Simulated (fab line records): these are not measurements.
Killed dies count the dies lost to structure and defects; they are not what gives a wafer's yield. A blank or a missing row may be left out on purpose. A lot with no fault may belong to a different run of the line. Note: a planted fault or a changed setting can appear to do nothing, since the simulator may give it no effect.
Chamber matching -- flow gf180mcu -- GF_V3_CMP_04 on cmp-01: 4 sister chambers
The step polishes SiO2. 4 wafers are shown with their chamber, then 7 later ones without.

WAFERS, EACH WITH ITS CHAMBER
wafer,chamber,motor current A (A)
L744.3,2,13.0
L744.4,3,12.6
L750.2,0,11.6
L750.4,1,12.0

WAFERS WHOSE CHAMBER IS MISSING
wafer,motor current A (A)
L750.6,12.2
L751.1,12.7
L751.3,13.3
L751.5,12.6
L756.1,12.3
L756.3,12.7
L756.5,12.8

WHICH CHAMBER EACH WENT THROUGH
wafer,from the rows above,in truth
L750.6,can't be placed: 1 or 3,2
L751.1,can't be placed: 3 or 2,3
L751.3,2,2
L751.5,3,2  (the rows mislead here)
L756.1,can't be placed: 3 or 1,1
L756.3,can't be placed: 3 or 2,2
L756.5,can't be placed: 2 or 3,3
Placed correctly: 1 of 7. From these rows, 5 cannot be placed; in 4 the true chamber is one of the candidates. Wrongly placed: 1.
How it was worked out, from the rows above alone: a wafer's distance from a chamber is the root of the sum, over the readings, of the square of ((its reading less the chamber's mean) divided by the reading's scatter). The wafer belongs to the nearest chamber; if the next one is less than 2 further off, it can't be placed. Each chamber's mean is taken over the wafers shown for it. The scatter: with one shown wafer a chamber, the root of the mean of the squares of how far each hidden wafer lies from its nearest shown one.
